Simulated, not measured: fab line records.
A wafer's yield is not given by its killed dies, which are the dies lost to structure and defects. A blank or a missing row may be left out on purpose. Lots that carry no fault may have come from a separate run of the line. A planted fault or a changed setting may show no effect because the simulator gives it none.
fab line records    flow sky130
[record] lots = 15  wafers = 45  lastDay = 50
route steps=708 shown FIELD_ISO@14 NWELL@63 VT_ADJUST_HVTR@135
lots that met no fault: taken from a fault-free run of the same line
startH: hours from the record's first day to the start of the lot's first wafer shown    waitH: hours from the lot's prior step to this one    " the same as in the row above    L1.1+2: several wafers, shown together as one row    - no value, or no start was given    * or withheld: withheld    < > ~ a bound
route shown NAME@n: NAME is a module with steps in the file, n the number in the route of the first one    usual: the fault-free wafers' mean and standard deviation    same: alike in all rows    chamber/n: place in a boat    sites: readings site by site    _std_site: standard deviation of those values    _edge_site: outer sites' mean less inner sites'    radiusMm: how far each site lies from the wafer's centre    mask NAME#n: copy n    behind: tool/chamber where the wafer was last shaped    hold: why the lot went on hold/how many hours it stayed there/how the hold came to an end    device: whichever transistor did not switch (one of n, p or np)    end of line: the same wafers' tests at the end of the route    a step with no rows: only its recipe    killed: count of dies lost to structure and defects at first sort (not the wafer's yield)    map: a wafer's dies, x killed, . not, _ none there
set.NAME: the setting the step ran with; set.NAME@STEP: the setting that earlier step ran with    model.NAME: the simulator's own value behind a step, which no gauge read
a sample of lots followed through the steps of the route, with each step as a table and each wafer as a row
services: a tool's chamber out of use, with start hour (startH, from the record's first day; less than 0 if before it), hours out, and reason
[[steps]]
[step SKY_FIELD_ISO_CD_MEAS_13]
[recipe] targetCdNm = 150
[usual] cdNm = 149.9/1.4
lot.wafer  tool      chamber  startH  waitH  cdNm
L263.1     cdSem-02  -        29.62   -      147.8
L263.3     "         -        "       "      148.3
L263.5     "         -        "       "      148.6
L264.1     cdSem-01  -        33.62   -      150.2
L264.3     "         -        "       "      148.6
L264.5     "         -        "       "      147.3
L266.1     cdSem-01  -        44.77   -      149.2
L266.3     "         -        "       "      149.5
L266.6     "         -        "       "      150.2
L267.2     cdSem-02  -        49.97   -      150.6
L267.3     "         -        "       "      151.0
L267.4     "         -        "       "      152.5
L269.2     cdSem-02  -        61.18   -      150.2
L269.3     "         -        "       "      150.6
L269.4     "         -        "       "      149.9
L270.2     cdSem-02  -        64.01   -      150.1
L270.3     "         -        "       "      151.4
L270.6     "         -        "       "      150.7
L271.2     cdSem-02  -        73.32   -      151.3
L271.3     "         -        "       "      150.7
L271.4     "         -        "       "      149.9
L275.1     cdSem-02  -        92.45   -      148.9
L275.2     "         -        "       "      149.9
L275.6     "         -        "       "      148.4
L277.2     cdSem-02  -        103.34  -      151.8
L277.4     "         -        "       "      150.5
L277.6     "         -        "       "      152.0
L280.1     cdSem-02  -        119.37  -      150.8
L280.3     "         -        "       "      148.1
L280.4     "         -        "       "      150.1
L281.1     cdSem-02  -        130.99  -      149.8
L281.3     "         -        "       "      152.6
L281.4     "         -        "       "      150.8
L282.3     cdSem-02  -        131.41  -      148.4
L282.4     "         -        "       "      148.2
L282.5     "         -        "       "      149.4
L284.1     cdSem-02  -        137.67  -      150.0
L284.2     "         -        "       "      150.1
L284.4     "         -        "       "      149.5
L285.1     cdSem-01  -        142.41  -      147.7
L285.2     "         -        "       "      147.1
L285.3     "         -        "       "      147.4
L286.1     cdSem-01  -        147.20  -      149.7
L286.2     "         -        "       "      150.0
L286.5     "         -        "       "      146.8
[step SKY_FIELD_ISO_THK_MEAS_23]
[recipe] reads = SiO2_of_FIELD_ISO_OXIDATION_22
[usual] FIELD_ISO_OXIDATION_01_THK = 9.90/0.21
lot.wafer  tool          chamber  startH  waitH  FIELD_ISO_OXIDATION_01_THK[nm]
L263.1     filmMetro-04  -        32.53   0.0    9.44
L263.3     "             -        "       "      9.69
L263.5     "             -        "       "      9.58
L264.1     filmMetro-04  -        35.46   0.0    9.80
L264.3     "             -        "       "      9.68
L264.5     "             -        "       "      9.69
L266.1     filmMetro-04  -        46.60   0.0    9.66
L266.3     "             -        "       "      9.56
L266.6     "             -        "       "      9.73
L267.2     filmMetro-04  -        52.23   0.0    10.09
L267.3     "             -        "       "      9.96
L267.4     "             -        "       "      10.00
L269.2     filmMetro-04  -        70.56   0.0    9.93
L269.3     "             -        "       "      10.05
L269.4     "             -        "       "      9.87
L270.2     filmMetro-01  -        70.56   0.0    9.76
L270.3     "             -        "       "      9.95
L270.6     "             -        "       "      9.78
L271.2     filmMetro-01  -        77.24   0.0    9.72
L271.3     "             -        "       "      9.98
L271.4     "             -        "       "      9.74
L275.1     filmMetro-03  -        99.35   0.0    9.91
L275.2     "             -        "       "      9.99
L275.6     "             -        "       "      9.91
L277.2     filmMetro-04  -        111.39  0.0    10.15
L277.4     "             -        "       "      10.05
L277.6     "             -        "       "      9.97
L280.1     filmMetro-01  -        122.69  0.0    9.44
L280.3     "             -        "       "      9.51
L280.4     "             -        "       "      9.57
L281.1     filmMetro-03  -        133.18  0.0    10.00
L281.3     "             -        "       "      9.87
L281.4     "             -        "       "      9.72
L282.3     filmMetro-04  -        134.27  0.0    10.13
L282.4     "             -        "       "      10.08
L282.5     "             -        "       "      10.29
L284.1     filmMetro-04  -        139.90  0.0    10.04
L284.2     "             -        "       "      9.96
L284.4     "             -        "       "      10.14
L285.1     filmMetro-01  -        145.39  0.0    9.97
L285.2     "             -        "       "      10.03
L285.3     "             -        "       "      9.74
L286.1     filmMetro-01  -        149.50  0.0    10.13
L286.2     "             -        "       "      10.05
L286.5     "             -        "       "      10.18
[step SKY_NWELL_OVL_MEAS_10]
[usual] NWELL_00_OVL = -0.3/1.5
lot.wafer  tool        chamber  startH  waitH  NWELL_00_OVL[nm]
L263.1     overlay-02  -        83.18   -      -1.6
L263.3     "           -        "       "      -1.2
L263.5     "           -        "       "      2.1
L264.1     overlay-02  -        88.57   -      -0.1
L264.3     "           -        "       "      -1.0
L264.5     "           -        "       "      -1.7
L266.1     overlay-01  -        99.75   -      0.6
L266.3     "           -        "       "      1.6
L266.6     "           -        "       "      0.3
L267.2     overlay-02  -        110.15  -      0.0
L267.3     "           -        "       "      -1.7
L267.4     "           -        "       "      -1.4
L269.2     overlay-02  -        129.25  -      -0.1
L269.3     "           -        "       "      1.6
L269.4     "           -        "       "      2.6
L270.2     overlay-01  -        129.60  -      -2.5
L270.3     "           -        "       "      0.2
L270.6     "           -        "       "      -0.5
L271.2     overlay-02  -        140.20  -      -0.2
L271.3     "           -        "       "      1.4
L271.4     "           -        "       "      1.3
L275.1     overlay-01  -        170.55  -      0.5
L275.2     "           -        "       "      1.1
L275.6     "           -        "       "      0.5
L277.2     overlay-02  -        176.25  -      1.7
L277.4     "           -        "       "      1.5
L277.6     "           -        "       "      0.0
L280.1     overlay-02  -        185.63  -      1.0
L280.3     "           -        "       "      2.1
L280.4     "           -        "       "      0.5
L282.3     overlay-01  -        198.96  -      -0.1
L282.4     "           -        "       "      -0.4
L282.5     "           -        "       "      -1.5
L281.1     overlay-02  -        199.30  -      0.7
L281.3     "           -        "       "      -0.4
L281.4     "           -        "       "      -0.5
L284.1     overlay-02  -        204.53  -      -0.6
L284.2     "           -        "       "      0.9
L284.4     "           -        "       "      2.3
L285.1     overlay-02  -        212.80  -      -3.6
L285.2     "           -        "       "      -0.7
L285.3     "           -        "       "      -2.6
L286.1     overlay-01  -        218.33  -      -0.9
L286.2     "           -        "       "      -2.5
L286.5     "           -        "       "      -2.2
[step SKY_VT_ADJUST_HVTR_EXPOSE_04]
[recipe] maskId = HVTRM  targetCdNm = 380  na = 0.6  sourceShape = conventional  sigmaOuter = 0.6  doseMj = 150
[usual] exposureDoseMJCm2 = 152.02/0.15  focusOffsetNm = -0.1/0.52  reticleTempC = 23.02/0.1
lot.wafer  tool             chamber  startH  waitH  mask     exposureDoseMJCm2  focusOffsetNm  reticleTempC
L263.1     ilineStepper-01  0        185.70  -      HVTRM#0  151.87             1.2            23.00
L263.3     "                0        "       "      HVTRM#0  152.15             0.2            22.88
L263.5     "                0        "       "      HVTRM#0  152.17             0.0            22.96
L264.1     ilineStepper-02  0        192.67  -      HVTRM#0  152.12             -1.0           23.14
L264.3     "                0        "       "      HVTRM#0  152.11             -1.1           23.11
L264.5     "                0        "       "      HVTRM#0  152.11             -1.3           22.98
L266.1     ilineStepper-02  0        206.62  -      HVTRM#0  152.03             0.2            23.19
L266.3     "                0        "       "      HVTRM#0  151.93             -0.5           23.10
L266.6     "                0        "       "      HVTRM#0  152.31             -1.1           22.98
L267.2     ilineStepper-01  0        218.74  -      HVTRM#0  152.07             0.5            22.98
L267.3     "                0        "       "      HVTRM#0  152.00             0.7            22.90
L267.4     "                0        "       "      HVTRM#0  152.32             0.5            22.96
L269.2     ilineStepper-01  0        244.49  -      HVTRM#0  151.90             -0.1           23.02
L269.3     "                0        "       "      HVTRM#0  152.05             -0.2           23.06
L269.4     "                0        "       "      HVTRM#0  151.86             0.5            23.17
L270.2     ilineStepper-01  0        245.37  -      HVTRM#0  152.08             -0.2           22.94
L270.3     "                0        "       "      HVTRM#0  151.94             0.5            23.08
L270.6     "                0        "       "      HVTRM#0  152.09             -0.2           22.90
L271.2     ilineStepper-02  0        259.84  -      HVTRM#0  151.74             0.2            23.13
L271.3     "                0        "       "      HVTRM#0  152.02             -0.1           22.87
L271.4     "                0        "       "      HVTRM#0  151.92             0.9            23.01
L275.1     ilineStepper-01  0        297.85  -      HVTRM#0  152.22             0.0            23.05
L275.2     "                0        "       "      HVTRM#0  152.05             -0.3           23.00
L275.6     "                0        "       "      HVTRM#0  151.96             0.1            23.00
L277.2     ilineStepper-01  0        304.64  -      HVTRM#0  151.99             0.0            23.15
L277.4     "                0        "       "      HVTRM#0  152.20             -0.7           23.06
L277.6     "                0        "       "      HVTRM#0  152.40             -0.1           23.15
L280.1     ilineStepper-02  -        314.54  -      HVTRM#0  -                  -              -
L280.3     "                -        "       "      HVTRM#0  -                  -              -
L280.4     "                -        "       "      HVTRM#0  -                  -              -
L282.3     ilineStepper-02  -        330.96  -      HVTRM#0  -                  -              -
L282.4     "                -        "       "      HVTRM#0  -                  -              -
L282.5     "                -        "       "      HVTRM#0  -                  -              -
L281.1     ilineStepper-01  -        333.03  -      HVTRM#0  -                  -              -
L281.3     "                -        "       "      HVTRM#0  -                  -              -
L281.4     "                -        "       "      HVTRM#0  -                  -              -
L284.1     ilineStepper-02  0        341.30  -      HVTRM#0  151.85             -0.4           22.94
L284.2     "                0        "       "      HVTRM#0  151.84             0.0            23.01
L284.4     "                0        "       "      HVTRM#0  151.97             -1.3           23.00
L285.1     ilineStepper-01  0        349.69  -      HVTRM#0  151.96             -0.2           22.87
L285.2     "                0        "       "      HVTRM#0  151.74             -0.4           22.97
L285.3     "                0        "       "      HVTRM#0  151.76             -0.8           22.91
L286.1     ilineStepper-02  0        358.67  -      HVTRM#0  152.09             -0.3           22.89
L286.2     "                0        "       "      HVTRM#0  152.13             -0.4           22.99
L286.5     "                0        "       "      HVTRM#0  152.09             -0.1           22.93
[[services]]
tool             chamber  startH  hours  kind
ilineStepper-02  0        222.26  -      calibration
ilineStepper-02  -        236.36  1.7    pm
ilineStepper-01  0        245.03  -      calibration
ilineStepper-02  -        281.25  2.1    pm
ilineStepper-02  -        283.33  -      consumableReplace:lamp
ilineStepper-01  -        327.30  1.7    pm
ilineStepper-01  -        335.80  3.2    repair
[[key]]
[firstSign] step = SKY_VT_ADJUST_HVTR_EXPOSE_04  reading = toolRecord  direction = missing
effect none on later readings
metAt SKY_VT_ADJUST_HVTR_EXPOSE_04
struckLots L280,L281,L282
sortLeftOut L280.1,L280.3,L280.4,L281.1,L281.3,L281.4,L282.3,L282.4,L282.5
testerLeftOut L280,L281,L282
notActingAt SKY_FIELD_ISO_CD_MEAS_13,SKY_FIELD_ISO_THK_MEAS_23,SKY_NWELL_OVL_MEAS_10
onsetBetween 304.64 314.54
[fault] kind = skippedStepWhole  tool = ilineStepper-01,ilineStepper-02  chamber = -  onsetH = 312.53  steps = SKY_VT_ADJUST_HVTR_EXPOSE_04  scope = struckLotsOnly
// testerLeftOut: of these lots the tester's yield and bins aren't shown, on N5 and GAA mostly nor the transistor test; their killed dies are dies lost to structure and defects alone, not to doping, threshold or leakage, so they don't give the yield
// sortLeftOut: the simulated sort isn't trusted on such a fault, so these wafers' sort isn't shown, and their yield isn't known
